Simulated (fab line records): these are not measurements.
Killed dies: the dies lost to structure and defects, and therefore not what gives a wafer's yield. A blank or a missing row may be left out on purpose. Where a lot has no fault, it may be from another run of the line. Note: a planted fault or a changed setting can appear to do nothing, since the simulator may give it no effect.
The tool behind it: which one?    flow sky130    12 lots, 35 wafers sampled, at 5 steps of a route of 708

WHAT EACH GAUGE READ, for each wafer
SKY_LDD_HVP_OVL_MEAS_07. Usual: LDD_HVP_OVL -0.8 nm, standard deviation 1.3.
lot   measured      on          LDD_HVP_OVL (nm)  flag
L517  day 21 06:49  overlay-01  -1.8 -1.6 -1.6    
L518  day 21 16:23  overlay-01  -0.5 1.3 0.0      
L525  day 24 15:02  overlay-01  -0.2 -0.2         
L528  day 25 19:47  overlay-02  -1.5 1.4 -0.7     
L530  day 26 07:13  overlay-02  1.1 0.6 -0.5      
L532  day 27 00:34  overlay-02  -0.5 -1.0 -0.9    
L534  day 27 17:44  overlay-01  -1.4 -4.7 -1.0    
L535  day 28 01:12  overlay-01  -1.6 -2.4 -1.8    
L537  day 28 17:13  overlay-02  1.3 1.5 -0.2      
L538  day 29 11:37  overlay-02  -2.3 -0.7 -0.8    
L539  day 29 12:36  overlay-01  -1.7 -1.1 0.2     
L540  day 29 21:25  overlay-01  -1.9 0.1 -0.8     

SKY_SPACER_THK_MEAS_01. Usual: SPACER_CVD_00_THK 43.1 nm, standard deviation 0.37.
lot   measured      on            SPACER_CVD_00_THK (nm)  flag
L517  day 22 16:02  filmMetro-03  43.2 43.3 43.0          
L518  day 23 01:28  filmMetro-03  43.1 43.5 43.2          
L525  day 25 23:28  filmMetro-01  43.0 43.1               
L528  day 27 03:50  filmMetro-04  42.6 43.0 42.7          
L530  day 27 14:16  filmMetro-03  42.7 42.7 43.0          
L532  day 28 07:20  filmMetro-04  42.8 42.9 42.6          
L534  day 29 01:32  filmMetro-01  42.9 43.2 43.1          
L535  day 29 07:55  filmMetro-03  43.1 43.4 43.3          
L537  day 29 23:34  filmMetro-03  43.3 43.0 43.1          
L538  day 30 18:04  filmMetro-04  42.9 43.3 43.2          
L539  day 30 19:17  filmMetro-03  43.2 43.0 43.2          
L540  day 31 03:41  filmMetro-03  43.0 43.3 42.9          

SKY_SD_N_CD_MEAS_07: the cd target is 380 nm. Usual: cdNm 379.8 nm, standard deviation 2.8.
lot   measured      on        cdNm (nm)          flag
L517  day 27 15:08  cdSem-02  378.3 378.4 379.4  
L518  day 27 23:59  cdSem-01  383.6 382.0 378.8  
L525  day 30 18:17  cdSem-01  382.2 346.8        OFF
L528  day 31 20:46  cdSem-02  377.6 347.6 378.9  OFF
L530  day 32 06:47  cdSem-01  379.0 381.2 378.8  
L532  day 32 22:59  cdSem-02  385.2 382.7 382.5  
L534  day 33 15:41  cdSem-01  378.8 380.9 380.2  
L535  day 33 21:15  cdSem-01  379.2 378.9 380.8  
L537  day 34 10:44  cdSem-02  377.4 379.1 376.7  
L538  day 35 05:25  cdSem-02  382.3 382.4 382.3  
L539  day 35 07:20  cdSem-02  383.0 382.2 382.4  
L540  day 35 13:06  cdSem-02  384.7 381.7 382.7  

WHAT TOOL EACH LOT RAN ON (gives the tool, then ch and the chambers of the sampled wafers, and finally the start)
lot   SKY_LDD_HVP_STRIP_09                 SKY_SD_N_EXPOSE_04
L517  plasmaAsher-04 ch 0, day 21 06:59    ilineStepper-01 ch 0, day 27 00:53
L518  plasmaAsher-02 ch 0,1, day 21 16:34  ilineStepper-01 ch 0, day 27 09:39
L525  plasmaAsher-04 ch 0, day 24 15:13    ilineStepper-01 ch 0, day 30 05:10
L528  plasmaAsher-04 ch 1, day 25 19:58    ilineStepper-01 ch 0, day 31 07:58
L530  plasmaAsher-02 ch 0,1, day 26 07:23  ilineStepper-02 ch 0, day 31 17:54
L532  plasmaAsher-02 ch 0,1, day 27 00:45  ilineStepper-02 ch 0, day 32 09:44
L534  plasmaAsher-03 ch 0,1, day 27 17:55  ilineStepper-02 ch 0, day 33 02:33
L535  plasmaAsher-03 ch 0,1, day 28 01:24  ilineStepper-02 ch 0, day 33 08:23
L537  plasmaAsher-03 ch 0,1, day 28 17:24  ilineStepper-02 ch 0, day 33 22:37
L538  plasmaAsher-04 ch 0,1, day 29 11:47  ilineStepper-02 ch 0, day 34 16:15
L539  plasmaAsher-04 ch 0,1, day 29 12:48  ilineStepper-02 ch 0, day 34 18:02
L540  plasmaAsher-03 ch 0, day 29 21:35    ilineStepper-01 ch 0, day 35 00:01
- SKY_LDD_HVP_STRIP_09: strips in O2/N2.
- SKY_SD_N_EXPOSE_04: exposes mask NSDM, target cd 380 nm.

AS READ BY THE TOOLS THEMSELVES (means over the sampled wafers that have a number; for cases with no such wafer, the mark the record gives instead)
SKY_LDD_HVP_STRIP_09. Usual: drypumpMotorCurrentA 5.5 A, standard deviation 0.51; oesProductAu 0.408 a.u., standard deviation 0.0045; stripTimeToEndpointS 4.132 s, standard deviation 0.016.
lot   tool            drypumpMotorCurrentA (A)  oesProductAu (a.u.)  stripTimeToEndpointS (s)  flag
L517  plasmaAsher-04  5.6                       0.402                4.130                     
L518  plasmaAsher-02  5.7                       0.409                4.143                     
L525  plasmaAsher-04  5.6                       0.414                4.146                     
L528  plasmaAsher-04  5.0                       0.412                4.117                     
L530  plasmaAsher-02  5.6                       0.411                4.126                     
L532  plasmaAsher-02  5.2                       0.409                4.131                     
L534  plasmaAsher-03  5.8                       0.415                4.134                     
L535  plasmaAsher-03  5.8                       0.408                4.143                     
L537  plasmaAsher-03  5.8                       0.404                4.123                     
L538  plasmaAsher-04  5.2                       0.409                4.152                     
L539  plasmaAsher-04  5.4                       0.408                4.145                     
L540  plasmaAsher-03  6.1                       0.405                4.145                     

SKY_SD_N_EXPOSE_04. Usual: reticleTempC 23.02 C, standard deviation 0.11.
lot   tool             reticleTempC (C)  flag
L517  ilineStepper-01  23.02             
L518  ilineStepper-01  23.05             
L525  ilineStepper-01  23.04             
L528  ilineStepper-01  22.94             
L530  ilineStepper-02  22.99             
L532  ilineStepper-02  22.98             
L534  ilineStepper-02  22.98             
L535  ilineStepper-02  23.23             
L537  ilineStepper-02  22.95             
L538  ilineStepper-02  22.91             
L539  ilineStepper-02  23.04             
L540  ilineStepper-01  23.22             

THE ANSWER, worked out from the rows above alone
Rule: take the mean of a lot's wafers that have a number; if it is more than 3 standard deviations from the usual mean, the lot is off. A lot without any number at a reading at which 4 lots or more have one is off too. The other lots that the step has rows for count as sound. Order of review: gauges by route order, followed by the tools' own readings, for which a lot's mean as printed above is used. At the first step where some lot is off, the reading lying furthest off is the one used; lots without a number count as furthest.
Off, at SKY_SD_N_CD_MEAS_07 on cdNm: L525, L528.
A tool fits if, at a process step before that reading, it ran every lot that is off, and no sound lot after the first of them. The gauges at SKY_SD_N_CD_MEAS_07 are tried like those tools. No candidate that was tried fits.

WHAT THE SIMULATOR HAD PUT IN
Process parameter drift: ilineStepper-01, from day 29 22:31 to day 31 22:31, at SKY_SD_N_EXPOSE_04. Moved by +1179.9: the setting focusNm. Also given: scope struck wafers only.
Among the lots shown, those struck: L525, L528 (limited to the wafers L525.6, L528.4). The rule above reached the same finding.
